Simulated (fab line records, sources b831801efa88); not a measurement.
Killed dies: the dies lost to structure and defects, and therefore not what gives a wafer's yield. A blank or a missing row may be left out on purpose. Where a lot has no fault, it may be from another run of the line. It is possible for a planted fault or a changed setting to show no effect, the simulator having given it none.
fab line records + flow gf180mcu
record
- lots=6
- wafers=18
- lastDay=34
route steps=602 shown MVSD@68 MVPSD@78 VT_IMPLANT@90
lots untouched by any fault: they come from a run of this same line in which no faults occurred
startH: start of the lot's first displayed wafer, in hours after the record's first day + waitH: how many hours have passed since the lot's step before this one + " as in the row above + L1.1+2: a single row standing in for several wafers + - no value present, or no start provided + * or withheld: withheld + < > ~ a bound
route shown NAME@n: names a module that has steps shown in the file, with the first one's number in the route + usual: average and standard deviation across the fault-free wafers + same: alike in all rows + chamber/n: place in a boat + sites: readings site by site + _std_site: how widely they spread, as a standard deviation + _edge_site: outer sites' mean less inner sites' + radiusMm: how far each site lies from the wafer's centre + mask NAME#n: copy n + behind: tool/chamber where the wafer was last shaped + hold: cause of the lot's hold/its duration in hours/its outcome + device: whichever transistor did not switch (one of n, p or np) + end of line: tests of these same wafers at the route's end + step lacking rows: just its recipe + killed: not the wafer's yield, but the dies lost to structure and defects at the first sort + map: per-die view of a wafer (x killed, . not killed, _ where there is no die)
set.NAME: the setting as run; set.NAME@STEP: as run at that earlier step + model.NAME: the simulator's own value behind a step, which no gauge read
lots at some steps of the route; a table a step, a row a wafer
services: when a tool's chamber went out of use (startH, in hours from the record's first day, below 0 if earlier), for how many hours, and the reason
## steps
# step GF_MVSD_COAT_02
# recipe
- spinRpm=2000
- resistThkNm=3000
# step GF_MVSD_SOFTBAKE_03
# recipe
- tempC=110
- timeS=withheld
# step GF_MVSD_EXPOSE_04
# recipe
- maskId=MVSD
- targetCdNm=1000
- na=0.6
- sourceShape=conventional
- sigmaOuter=0.6
- doseMj=260
# step GF_MVSD_PEB_05
# recipe
- tempC=115
- timeS=withheld
# step GF_MVSD_DEVELOP_06
# recipe
- wallAngleDeg=90
- developTimeS=60
- devTempC=23
# step GF_MVSD_OVL_MEAS_07
# usual
- MVSD_OVL=0.2/1.3
| lot.wafer | tool       | chamber | startH | waitH | MVSD_OVL[nm] |
|-----------|------------|---------|--------|-------|--------------|
| L190.1    | overlay-01 | -       | 95.45  | -     | -1.1         |
| L190.3    | "          | -       | "      | "     | -0.3         |
| L190.4    | "          | -       | "      | "     | 0.5          |
| L193.1    | overlay-02 | -       | 112.59 | -     | 1.4          |
| L193.2    | "          | -       | "      | "     | 0.3          |
| L193.3    | "          | -       | "      | "     | 0.6          |
| L196.2    | overlay-01 | -       | 129.81 | -     | 1.1          |
| L196.3    | "          | -       | "      | "     | 0.8          |
| L196.6    | "          | -       | "      | "     | 0.9          |
| L205.2    | overlay-02 | -       | 184.68 | -     | -1.6         |
| L205.4    | "          | -       | "      | "     | -1.1         |
| L205.5    | "          | -       | "      | "     | 0.1          |
| L206.2    | overlay-01 | -       | 188.08 | -     | 0.9          |
| L206.3    | "          | -       | "      | "     | -0.6         |
| L206.6    | "          | -       | "      | "     | 1.0          |
| L211.1    | overlay-02 | -       | 215.42 | -     | 1.0          |
| L211.2    | "          | -       | "      | "     | -0.5         |
| L211.6    | "          | -       | "      | "     | 1.5          |
# step GF_MVSD_IMPLANT_08
# recipe
- species=P
- energyKev=400
- doseCm2=1.6e+13
- tiltDeg=0
# step GF_MVSD_IMPLANT_09
# recipe
- species=P
- energyKev=100
- doseCm2=5e+12
- tiltDeg=0
# step GF_MVSD_STRIP_10
# recipe
- chemistry=O2/N2
- powerW=1400
- pressureMtorr=1500
- platenTempC=250
- o2FlowSccm=3000
- n2FlowSccm=300
- overashFraction=0.5
# usual
- drypumpMotorCurrentA=5.6/0.5
- heaterPowerW=332/16
- oesProductAu=0.722/0.004
- stripTimeToEndpointS=36.91/0.091
| lot.wafer | tool           | chamber | startH | waitH | drypumpMotorCurrentA | heaterPowerW | oesProductAu | rfHoursCounterH | stripTimeToEndpointS |
|-----------|----------------|---------|--------|-------|----------------------|--------------|--------------|-----------------|----------------------|
| L190.1    | plasmaAsher-01 | 0       | 95.78  | 0.1   | 6.2                  | 310          | 0.724        | 44              | 36.95                |
| L190.3    | "              | 0       | "      | "     | 6.2                  | 313          | 0.724        | -               | 36.90                |
| L190.4    | "              | 1       | "      | "     | 5.3                  | 321          | 0.727        | -               | 36.93                |
| L193.1    | plasmaAsher-01 | 1       | 112.93 | 0.1   | 5.3                  | 328          | 0.724        | 46              | 37.03                |
| L193.2    | "              | 0       | "      | "     | 6.2                  | 310          | 0.729        | 46              | 37.02                |
| L193.3    | "              | 0       | "      | "     | 6.2                  | 310          | 0.722        | -               | 36.98                |
| L196.2    | plasmaAsher-04 | 1       | 130.14 | 0.1   | 5.8                  | 362          | 0.721        | 1               | 36.84                |
| L196.3    | "              | 1       | "      | "     | 5.8                  | 348          | 0.716        | -               | 36.74                |
| L196.6    | "              | 1       | "      | "     | 5.8                  | 353          | 0.722        | -               | 36.82                |
| L205.2    | plasmaAsher-03 | 0       | 185.01 | 0.1   | 5.9                  | 330          | 0.719        | 40              | 36.83                |
| L205.4    | "              | 0       | "      | "     | 5.9                  | 332          | 0.726        | -               | 36.93                |
| L205.5    | "              | 1       | "      | "     | 4.6                  | 351          | 0.716        | -               | 36.95                |
| L206.2    | plasmaAsher-01 | 1       | 188.41 | 0.1   | 5.2                  | 328          | 0.727        | 53              | 37.10                |
| L206.3    | "              | 0       | "      | "     | 6.3                  | 312          | 0.728        | -               | 37.07                |
| L206.6    | "              | 0       | "      | "     | 6.2                  | 318          | 0.724        | -               | 36.97                |
| L211.1    | plasmaAsher-04 | 0       | 215.76 | 0.1   | 5.8                  | 329          | 0.722        | 11              | 36.84                |
| L211.2    | "              | 1       | "      | "     | 5.8                  | 348          | 0.717        | 11              | 36.89                |
| L211.6    | "              | 1       | "      | "     | 5.8                  | 355          | 0.726        | -               | 36.67                |
# step GF_MVSD_TW_MEAS_11
# usual
- MVSD_TW=1573/16
| lot.wafer | tool         | chamber | startH | waitH | MVSD_TW |
|-----------|--------------|---------|--------|-------|---------|
| L190.1    | filmMetro-01 | -       | 95.88  | 0.1   | 1543    |
| L190.3    | "            | -       | "      | "     | 1540    |
| L190.4    | "            | -       | "      | "     | 1556    |
| L193.1    | filmMetro-02 | -       | 113.03 | 0.1   | 1602    |
| L193.2    | "            | -       | "      | "     | 1599    |
| L193.3    | "            | -       | "      | "     | 1601    |
| L196.2    | filmMetro-01 | -       | 130.25 | 0.1   | 1555    |
| L196.3    | "            | -       | "      | "     | 1559    |
| L196.6    | "            | -       | "      | "     | 1558    |
| L205.2    | filmMetro-03 | -       | 185.12 | 0.1   | 1583    |
| L205.4    | "            | -       | "      | "     | 1584    |
| L205.5    | "            | -       | "      | "     | 1579    |
| L206.2    | filmMetro-03 | -       | 188.52 | 0.1   | 1580    |
| L206.3    | "            | -       | "      | "     | 1582    |
| L206.6    | "            | -       | "      | "     | 1585    |
| L211.1    | filmMetro-02 | -       | 215.86 | 0.1   | 1597    |
| L211.2    | "            | -       | "      | "     | 1602    |
| L211.6    | "            | -       | "      | "     | 1595    |
# step GF_MVPSD_DEHYDRATE_00
# recipe
- tempC=200
- timeS=60
# step GF_MVPSD_HMDS_01
# recipe
- primeTimeS=60
- primeTempC=120
# step GF_MVPSD_COAT_02
# recipe
- spinRpm=2000
- resistThkNm=3000
# usual
- chillPlateTempC=22.98/0.12
- dispensePressureKPa=50.3/1.1
| lot.wafer | tool          | chamber | startH | waitH | chillPlateTempC | dispensePressureKPa |
|-----------|---------------|---------|--------|-------|-----------------|---------------------|
| L190.1    | lithoTrack-04 | 0       | 102.07 | 0.1   | 23.15           | 50.6                |
| L190.3    | "             | 0       | "      | "     | 22.99           | 50.6                |
| L190.4    | "             | 0       | "      | "     | 23.06           | 50.6                |
| L193.1    | lithoTrack-02 | 0       | 119.14 | 0.1   | 22.81           | 49.0                |
| L193.2    | "             | 0       | "      | "     | 22.98           | 49.0                |
| L193.3    | "             | 0       | "      | "     | 22.88           | 49.0                |
| L196.2    | lithoTrack-03 | 0       | 137.15 | 0.1   | 22.98           | 52.0                |
| L196.3    | "             | 0       | "      | "     | 23.01           | 52.0                |
| L196.6    | "             | 0       | "      | "     | 22.87           | 52.0                |
| L205.2    | lithoTrack-04 | -       | 192.89 | 0.1   | -               | -                   |
| L205.4    | "             | -       | "      | "     | -               | -                   |
| L205.5    | "             | -       | "      | "     | -               | -                   |
| L206.2    | lithoTrack-02 | -       | 196.72 | 0.1   | -               | -                   |
| L206.3    | "             | -       | "      | "     | -               | -                   |
| L206.6    | "             | -       | "      | "     | -               | -                   |
| L211.1    | lithoTrack-04 | 0       | 223.87 | 0.1   | 23.00           | 50.6                |
| L211.2    | "             | 0       | "      | "     | 22.89           | 50.6                |
| L211.6    | "             | 0       | "      | "     | 22.87           | 50.6                |
# step GF_MVPSD_SOFTBAKE_03
# recipe
- tempC=110
- timeS=withheld
# step GF_MVPSD_EXPOSE_04
# recipe
- maskId=MVPSD
- targetCdNm=1000
- na=0.6
- sourceShape=conventional
- sigmaOuter=0.6
- doseMj=260
# step GF_MVPSD_PEB_05
# recipe
- tempC=115
- timeS=withheld
# step GF_MVPSD_DEVELOP_06
# recipe
- wallAngleDeg=90
- developTimeS=60
- devTempC=23
# step GF_MVPSD_OVL_MEAS_07
# usual
- MVPSD_OVL=-1.0/1.2
| lot.wafer | tool       | chamber | startH | waitH | MVPSD_OVL[nm] |
|-----------|------------|---------|--------|-------|---------------|
| L190.1    | overlay-01 | -       | 109.38 | -     | -1.1          |
| L190.3    | "          | -       | "      | "     | -1.6          |
| L190.4    | "          | -       | "      | "     | 0.3           |
| L193.1    | overlay-01 | -       | 126.93 | -     | -1.2          |
| L193.2    | "          | -       | "      | "     | -0.1          |
| L193.3    | "          | -       | "      | "     | 0.2           |
| L196.2    | overlay-02 | -       | 145.22 | -     | 0.3           |
| L196.3    | "          | -       | "      | "     | -0.7          |
| L196.6    | "          | -       | "      | "     | 0.3           |
| L205.2    | overlay-01 | -       | 201.73 | -     | -             |
| L205.4    | "          | -       | "      | "     | -             |
| L205.5    | "          | -       | "      | "     | -             |
| L206.2    | overlay-01 | -       | 205.02 | -     | -             |
| L206.3    | "          | -       | "      | "     | -             |
| L206.6    | "          | -       | "      | "     | -             |
| L211.1    | overlay-02 | -       | 233.52 | -     | -3.1          |
| L211.2    | "          | -       | "      | "     | -3.6          |
| L211.6    | "          | -       | "      | "     | -2.9          |
# step GF_MVPSD_IMPLANT_08
# recipe
- species=B
- energyKev=170
- doseCm2=1.5e+13
- tiltDeg=0
# step GF_MVPSD_IMPLANT_09
# recipe
- species=B
- energyKev=40
- doseCm2=5e+12
- tiltDeg=0
# step GF_MVPSD_STRIP_10
# recipe
- chemistry=O2/N2
- powerW=1400
- pressureMtorr=1500
- platenTempC=250
- o2FlowSccm=3000
- n2FlowSccm=300
- overashFraction=0.5
# usual
- drypumpMotorCurrentA=5.9/0.43
- heaterPowerW=333/20
- oesProductAu=0.722/0.0048
- stripTimeToEndpointS=36.95/0.11
| lot.wafer | tool           | chamber | startH | waitH | drypumpMotorCurrentA | heaterPowerW | oesProductAu | rfHoursCounterH | stripTimeToEndpointS |
|-----------|----------------|---------|--------|-------|----------------------|--------------|--------------|-----------------|----------------------|
| L190.1    | plasmaAsher-01 | 0       | 109.71 | 0.1   | 6.2                  | 308          | 0.718        | 45              | 36.94                |
| L190.3    | "              | 0       | "      | "     | 6.2                  | 308          | 0.726        | -               | 36.94                |
| L190.4    | "              | 1       | "      | "     | 5.2                  | 320          | 0.712        | -               | 37.04                |
| L193.1    | plasmaAsher-04 | 1       | 127.26 | 0.1   | 5.8                  | 345          | 0.724        | 1               | 36.99                |
| L193.2    | "              | 0       | "      | "     | 5.8                  | 328          | 0.718        | 1               | 36.99                |
| L193.3    | "              | 1       | "      | "     | 5.8                  | 336          | 0.720        | -               | 36.99                |
| L196.2    | plasmaAsher-02 | 1       | 145.55 | 0.1   | 6.7                  | 321          | 0.729        | 48              | 37.10                |
| L196.3    | "              | 0       | "      | "     | 5.8                  | 359          | 0.719        | -               | 37.18                |
| L196.6    | "              | 0       | "      | "     | 5.7                  | 358          | 0.722        | -               | 37.07                |
| L205.2    | plasmaAsher-02 | 1       | 202.06 | 0.1   | 6.7                  | 316          | -            | 54              | -                    |
| L205.4    | "              | 0       | "      | "     | 5.8                  | 360          | -            | -               | -                    |
| L205.5    | "              | 1       | "      | "     | 6.7                  | 317          | -            | -               | -                    |
| L206.2    | plasmaAsher-02 | 1       | 205.35 | 0.1   | 6.7                  | 319          | -            | 54              | -                    |
| L206.3    | "              | 0       | "      | "     | 5.7                  | 364          | -            | -               | -                    |
| L206.6    | "              | 1       | "      | "     | 6.7                  | 309          | -            | -               | -                    |
| L211.1    | plasmaAsher-01 | 0       | 233.85 | 0.1   | 6.2                  | 302          | 0.724        | 57              | 37.14                |
| L211.2    | "              | 1       | "      | "     | 5.2                  | 326          | 0.720        | 57              | 37.04                |
| L211.6    | "              | 1       | "      | "     | 5.3                  | 325          | 0.727        | -               | 37.04                |
# step GF_MVPSD_TW_MEAS_11
# usual
- MVPSD_TW=554/5.2
| lot.wafer | tool         | chamber | startH | waitH | MVPSD_TW |
|-----------|--------------|---------|--------|-------|----------|
| L190.1    | filmMetro-03 | -       | 109.81 | 0.1   | 555      |
| L190.3    | "            | -       | "      | "     | 553      |
| L190.4    | "            | -       | "      | "     | 559      |
| L193.1    | filmMetro-02 | -       | 127.36 | 0.1   | 560      |
| L193.2    | "            | -       | "      | "     | 562      |
| L193.3    | "            | -       | "      | "     | 560      |
| L196.2    | filmMetro-03 | -       | 145.66 | 0.1   | 557      |
| L196.3    | "            | -       | "      | "     | 557      |
| L196.6    | "            | -       | "      | "     | 553      |
| L205.2    | filmMetro-03 | -       | 202.17 | 0.1   | 552      |
| L205.4    | "            | -       | "      | "     | 551      |
| L205.5    | "            | -       | "      | "     | 553      |
| L206.2    | filmMetro-03 | -       | 205.46 | 0.1   | 554      |
| L206.3    | "            | -       | "      | "     | 550      |
| L206.6    | "            | -       | "      | "     | 551      |
| L211.1    | filmMetro-03 | -       | 233.95 | 0.1   | 554      |
| L211.2    | "            | -       | "      | "     | 552      |
| L211.6    | "            | -       | "      | "     | 552      |
# step GF_VT_IMPLANT_DEHYDRATE_00
# recipe
- tempC=200
- timeS=60
# step GF_VT_IMPLANT_HMDS_01
# recipe
- primeTimeS=60
- primeTempC=120
# step GF_VT_IMPLANT_COAT_02
# recipe
- resist=NOVOLAK
- spinRpm=3000
- resistThkNm=1000
# step GF_VT_IMPLANT_SOFTBAKE_03
# recipe
- tempC=90
- timeS=60
- resist=NOVOLAK
# step GF_VT_IMPLANT_EXPOSE_04
# recipe
- maskId=LVPWELL_LV_AREA
- targetCdNm=600
- na=0.6
- sourceShape=conventional
- sigmaOuter=0.6
- doseMj=140
# step GF_VT_IMPLANT_PEB_05
# recipe
- tempC=withheld
- timeS=*
- resist=NOVOLAK
# step GF_VT_IMPLANT_DEVELOP_06
# recipe
- developTimeS=60
- devTempC=23
# step GF_VT_IMPLANT_OVL_MEAS_07
# usual
- VT_IMPLANT_OVL=-0.2/1.1
| lot.wafer | tool       | chamber | startH | waitH | VT_IMPLANT_OVL[nm] |
|-----------|------------|---------|--------|-------|--------------------|
| L190.1    | overlay-02 | -       | 124.20 | 0.1   | 0.4                |
| L190.3    | "          | -       | "      | "     | -0.8               |
| L190.4    | "          | -       | "      | "     | -1.5               |
| L193.1    | overlay-02 | -       | 141.69 | 0.1   | 0.1                |
| L193.2    | "          | -       | "      | "     | 1.5                |
| L193.3    | "          | -       | "      | "     | 1.9                |
| L196.2    | overlay-01 | -       | 161.01 | 0.1   | 0.5                |
| L196.3    | "          | -       | "      | "     | 1.3                |
| L196.6    | "          | -       | "      | "     | 1.2                |
| L205.2    | overlay-02 | -       | 219.06 | 0.1   | 0.4                |
| L205.4    | "          | -       | "      | "     | 1.2                |
| L205.5    | "          | -       | "      | "     | 0.7                |
| L206.2    | overlay-01 | -       | 222.81 | 0.1   | 1.2                |
| L206.3    | "          | -       | "      | "     | 0.0                |
| L206.6    | "          | -       | "      | "     | 0.6                |
| L211.1    | overlay-02 | -       | 252.79 | 0.1   | 0.1                |
| L211.2    | "          | -       | "      | "     | 0.2                |
| L211.6    | "          | -       | "      | "     | -0.2               |
# step GF_VT_IMPLANT_IMPLANT_08
# recipe
- species=BF2
- energyKev=20
- doseCm2=8.29e+12
- tiltDeg=7
# step GF_VT_IMPLANT_STRIP_09
# recipe
- chemistry=O2/N2
- powerW=1400
- pressureMtorr=1500
- platenTempC=250
- o2FlowSccm=3000
- n2FlowSccm=300
- overashFraction=0.5
# usual
- drypumpMotorCurrentA=5.7/0.6
- heaterPowerW=341/17
- oesProductAu=0.716/0.0045
- stripTimeToEndpointS=12.63/0.032
| lot.wafer | tool           | chamber | startH | waitH | drypumpMotorCurrentA | heaterPowerW | oesProductAu | rfHoursCounterH | stripTimeToEndpointS |
|-----------|----------------|---------|--------|-------|----------------------|--------------|--------------|-----------------|----------------------|
| L190.1    | plasmaAsher-02 | 0       | 124.39 | 0.1   | 5.8                  | 384          | 0.720        | 46              | 12.65                |
| L190.3    | "              | 0       | "      | "     | 5.8                  | 365          | 0.718        | -               | 12.61                |
| L190.4    | "              | 1       | "      | "     | 6.7                  | 316          | 0.720        | -               | 12.65                |
| L193.1    | plasmaAsher-03 | 1       | 141.88 | 0.1   | 4.6                  | 358          | 0.716        | 35              | 12.60                |
| L193.2    | "              | 0       | "      | "     | 5.9                  | 324          | 0.722        | 35              | 12.60                |
| L193.3    | "              | 0       | "      | "     | 5.9                  | 330          | 0.715        | -               | 12.58                |
| L196.2    | plasmaAsher-04 | 0       | 161.19 | 0.1   | 5.8                  | 332          | 0.712        | 5               | 12.61                |
| L196.3    | "              | 1       | "      | "     | 5.8                  | 348          | 0.706        | -               | 12.58                |
| L196.6    | "              | 1       | "      | "     | 5.8                  | 362          | 0.721        | -               | 12.61                |
| L205.2    | plasmaAsher-03 | 0       | 219.24 | 0.1   | 5.9                  | 332          | 0.711        | 43              | 12.58                |
| L205.4    | "              | 0       | "      | "     | 5.9                  | 326          | 0.718        | -               | 12.59                |
| L205.5    | "              | 1       | "      | "     | 4.6                  | 355          | 0.711        | -               | 12.61                |
| L206.2    | plasmaAsher-03 | 0       | 222.99 | 0.1   | 5.9                  | 330          | 0.712        | 44              | 12.64                |
| L206.3    | "              | 1       | "      | "     | 4.6                  | 354          | 0.721        | -               | 12.60                |
| L206.6    | "              | 0       | "      | "     | 5.9                  | 331          | 0.721        | -               | 12.62                |
| L211.1    | plasmaAsher-04 | 1       | 252.98 | 0.1   | 5.8                  | 350          | 0.714        | 15              | 12.66                |
| L211.2    | "              | 0       | "      | "     | 5.7                  | 330          | 0.720        | 15              | 12.67                |
| L211.6    | "              | 0       | "      | "     | 5.8                  | 325          | 0.722        | -               | 12.67                |
# step GF_VT_IMPLANT_TW_MEAS_10
# usual
- VT_IMPLANT_TW=559/4.2
| lot.wafer | tool         | chamber | startH | waitH | VT_IMPLANT_TW |
|-----------|--------------|---------|--------|-------|---------------|
| L190.1    | filmMetro-01 | -       | 124.49 | 0.1   | 553           |
| L190.3    | "            | -       | "      | "     | 553           |
| L190.4    | "            | -       | "      | "     | 554           |
| L193.1    | filmMetro-01 | -       | 141.98 | 0.1   | 558           |
| L193.2    | "            | -       | "      | "     | 555           |
| L193.3    | "            | -       | "      | "     | 557           |
| L196.2    | filmMetro-04 | -       | 161.30 | 0.1   | 558           |
| L196.3    | "            | -       | "      | "     | 556           |
| L196.6    | "            | -       | "      | "     | 556           |
| L205.2    | filmMetro-04 | -       | 219.35 | 0.1   | 688           |
| L205.4    | "            | -       | "      | "     | 690           |
| L205.5    | "            | -       | "      | "     | 689           |
| L206.2    | filmMetro-01 | -       | 223.10 | 0.1   | 679           |
| L206.3    | "            | -       | "      | "     | 685           |
| L206.6    | "            | -       | "      | "     | 683           |
| L211.1    | filmMetro-01 | -       | 253.08 | 0.1   | 556           |
| L211.2    | "            | -       | "      | "     | 553           |
| L211.6    | "            | -       | "      | "     | 557           |
# step GF_VT_IMPLANT_DEHYDRATE_11
# recipe
- tempC=200
- timeS=60
# step GF_VT_IMPLANT_HMDS_12
# recipe
- primeTimeS=60
- primeTempC=120
# step GF_VT_IMPLANT_COAT_13
# recipe
- resist=NOVOLAK
- spinRpm=3000
- resistThkNm=1000
# step GF_VT_IMPLANT_SOFTBAKE_14
# recipe
- tempC=90
- timeS=60
- resist=NOVOLAK
# step GF_VT_IMPLANT_EXPOSE_15
# recipe
- maskId=Nwell_LV_AREA
- targetCdNm=860
- na=0.6
- sourceShape=conventional
- sigmaOuter=0.6
- doseMj=140
# step GF_VT_IMPLANT_PEB_16
# recipe
- tempC=withheld
- timeS=*
- resist=NOVOLAK
# step GF_VT_IMPLANT_DEVELOP_17
# recipe
- developTimeS=60
- devTempC=23
# step GF_VT_IMPLANT_OVL_MEAS_18
# usual
- VT_IMPLANT_01_OVL=1.3/1.4
| lot.wafer | tool       | chamber | startH | waitH | VT_IMPLANT_01_OVL[nm] |
|-----------|------------|---------|--------|-------|-----------------------|
| L190.1    | overlay-02 | -       | 139.34 | 0.1   | 0.8                   |
| L190.3    | "          | -       | "      | "     | 1.4                   |
| L190.4    | "          | -       | "      | "     | 2.2                   |
| L193.1    | overlay-01 | -       | 157.22 | 0.1   | -1.4                  |
| L193.2    | "          | -       | "      | "     | 0.6                   |
| L193.3    | "          | -       | "      | "     | -1.0                  |
| L196.2    | overlay-01 | -       | 177.85 | 0.1   | 3.1                   |
| L196.3    | "          | -       | "      | "     | 1.3                   |
| L196.6    | "          | -       | "      | "     | 2.2                   |
| L205.2    | overlay-01 | -       | 236.52 | 0.1   | 0.8                   |
| L205.4    | "          | -       | "      | "     | 2.1                   |
| L205.5    | "          | -       | "      | "     | 0.8                   |
| L206.2    | overlay-02 | -       | 241.16 | 0.1   | 2.6                   |
| L206.3    | "          | -       | "      | "     | 4.4                   |
| L206.6    | "          | -       | "      | "     | 3.2                   |
| L211.1    | overlay-02 | -       | 272.04 | 0.1   | 1.4                   |
| L211.2    | "          | -       | "      | "     | 2.2                   |
| L211.6    | "          | -       | "      | "     | 1.9                   |
# step GF_VT_IMPLANT_IMPLANT_19
# recipe
- species=As
- energyKev=100
- doseCm2=4.35e+12
- tiltDeg=7
# step GF_VT_IMPLANT_TW_MEAS_21
# usual
- VT_IMPLANT_2_TW=1206/8
| lot.wafer | tool         | chamber | startH | waitH | VT_IMPLANT_2_TW |
|-----------|--------------|---------|--------|-------|-----------------|
| L190.1    | filmMetro-03 | -       | 139.63 | 0.1   | 1206            |
| L190.3    | "            | -       | "      | "     | 1212            |
| L190.4    | "            | -       | "      | "     | 1214            |
| L193.1    | filmMetro-01 | -       | 157.50 | 0.1   | 1200            |
| L193.2    | "            | -       | "      | "     | 1205            |
| L193.3    | "            | -       | "      | "     | 1209            |
| L196.2    | filmMetro-03 | -       | 178.14 | 0.1   | 1217            |
| L196.3    | "            | -       | "      | "     | 1216            |
| L196.6    | "            | -       | "      | "     | 1215            |
| L205.2    | filmMetro-03 | -       | 236.81 | 0.1   | 1246            |
| L205.4    | "            | -       | "      | "     | 1248            |
| L205.5    | "            | -       | "      | "     | 1243            |
| L206.2    | filmMetro-03 | -       | 241.45 | 0.1   | 1245            |
| L206.3    | "            | -       | "      | "     | 1249            |
| L206.6    | "            | -       | "      | "     | 1245            |
| L211.1    | filmMetro-03 | -       | 272.33 | 0.1   | 1203            |
| L211.2    | "            | -       | "      | "     | 1200            |
| L211.6    | "            | -       | "      | "     | 1213            |
# step GF_VT_IMPLANT_TW_MEAS_32
# usual
- VT_IMPLANT_3_TW=266.2/1.8
| lot.wafer | tool         | chamber | startH | waitH | VT_IMPLANT_3_TW |
|-----------|--------------|---------|--------|-------|-----------------|
| L190.1    | filmMetro-01 | -       | 154.96 | 0.1   | 266.1           |
| L190.3    | "            | -       | "      | "     | 266.0           |
| L190.4    | "            | -       | "      | "     | 266.7           |
| L193.1    | filmMetro-01 | -       | 173.88 | 0.1   | 265.6           |
| L193.2    | "            | -       | "      | "     | 265.6           |
| L193.3    | "            | -       | "      | "     | 267.2           |
| L196.2    | filmMetro-03 | -       | 194.44 | 0.1   | 266.3           |
| L196.3    | "            | -       | "      | "     | 268.6           |
| L196.6    | "            | -       | "      | "     | 268.4           |
| L205.2    | filmMetro-04 | -       | 255.70 | 0.1   | 557.8           |
| L205.4    | "            | -       | "      | "     | 560.8           |
| L205.5    | "            | -       | "      | "     | 562.9           |
| L206.2    | filmMetro-04 | -       | 260.34 | 0.1   | 561.2           |
| L206.3    | "            | -       | "      | "     | 561.7           |
| L206.6    | "            | -       | "      | "     | 559.6           |
| L211.1    | filmMetro-04 | -       | 291.14 | 0.1   | 265.8           |
| L211.2    | "            | -       | "      | "     | 267.2           |
| L211.6    | "            | -       | "      | "     | 267.2           |
# step GF_VT_IMPLANT_TW_MEAS_43
# usual
- VT_IMPLANT_4_TW=686/4.9
| lot.wafer | tool         | chamber | startH | waitH | VT_IMPLANT_4_TW |
|-----------|--------------|---------|--------|-------|-----------------|
| L190.1    | filmMetro-01 | -       | 171.44 | 0.1   | 682             |
| L190.3    | "            | -       | "      | "     | 682             |
| L190.4    | "            | -       | "      | "     | 681             |
| L193.1    | filmMetro-03 | -       | 190.34 | 0.1   | 694             |
| L193.2    | "            | -       | "      | "     | 691             |
| L193.3    | "            | -       | "      | "     | 687             |
| L196.2    | filmMetro-03 | -       | 211.35 | 0.1   | 684             |
| L196.3    | "            | -       | "      | "     | 687             |
| L196.6    | "            | -       | "      | "     | 688             |
| L205.2    | filmMetro-01 | -       | 274.54 | 0.1   | 771             |
| L205.4    | "            | -       | "      | "     | 769             |
| L205.5    | "            | -       | "      | "     | 774             |
| L206.2    | filmMetro-01 | -       | 279.85 | 0.1   | 774             |
| L206.3    | "            | -       | "      | "     | 773             |
| L206.6    | "            | -       | "      | "     | 772             |
| L211.1    | filmMetro-04 | -       | 311.78 | 0.1   | 684             |
| L211.2    | "            | -       | "      | "     | 685             |
| L211.6    | "            | -       | "      | "     | 682             |
## services
| tool           | chamber | startH | hours | kind      |
|----------------|---------|--------|-------|-----------|
| plasmaAsher-04 | -       | 95.53  | 1.1   | repair    |
| plasmaAsher-04 | -       | 108.75 | 9.0   | pm        |
| plasmaAsher-04 | 0       | 108.75 | 9.0   | ventCycle |
| plasmaAsher-04 | 1       | 108.75 | 9.0   | ventCycle |
| plasmaAsher-04 | 0       | 117.75 | -     | clean     |
| plasmaAsher-04 | 1       | 117.75 | -     | clean     |
| plasmaAsher-01 | -       | 159.33 | 14.6  | pm        |
| plasmaAsher-02 | -       | 163.48 | 1.8   | repair    |
| plasmaAsher-02 | -       | 176.73 | 6.2   | repair    |
| plasmaAsher-04 | -       | 192.44 | 1.2   | repair    |
| plasmaAsher-01 | -       | 218.31 | 0.5   | repair    |
| plasmaAsher-03 | -       | 246.48 | 1.4   | repair    |
## key
firstSign
- step=GF_MVPSD_COAT_02
- reading=toolRecord
- direction=missing
effect
- step=GF_MVPSD_OVL_MEAS_07
- reading=MVPSD_OVL
- direction=missing
effect
- step=GF_VT_IMPLANT_TW_MEAS_10
- reading=VT_IMPLANT_TW
- direction=up
- sigmas=30
- usual=559
- struck=686
effect
- step=GF_VT_IMPLANT_TW_MEAS_21
- reading=VT_IMPLANT_2_TW
- direction=up
- sigmas=4.9
- usual=1206
- struck=1246
effect
- step=GF_VT_IMPLANT_TW_MEAS_32
- reading=VT_IMPLANT_3_TW
- direction=up
- sigmas=99+
- usual=266.2
- struck=560.7
effect
- step=GF_VT_IMPLANT_TW_MEAS_43
- reading=VT_IMPLANT_4_TW
- direction=up
- sigmas=17
- usual=686
- struck=772
metAt GF_MVPSD_COAT_02
struckWafers L205.2,L205.4,L205.5,L206.2,L206.3,L206.6
sortLeftOut L205.2,L205.4,L205.5,L206.2,L206.3,L206.6
testerLeftOut L205,L206
onsetBetween 119.14 192.89
fault
- kind=skippedStepWhole
- tool=lithoTrack-02,lithoTrack-04
- chamber=-
- onsetH=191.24
- steps=GF_MVPSD_COAT_02
- scope=struckLotsOnly
# testerLeftOut: of these lots the tester's yield and bins aren't shown, on N5 and GAA mostly nor the transistor test; their killed dies are dies lost to structure and defects alone, not to doping, threshold or leakage, so they don't give the yield
# sortLeftOut: the simulated sort isn't trusted on such a fault, so these wafers' sort isn't shown, and their yield isn't known
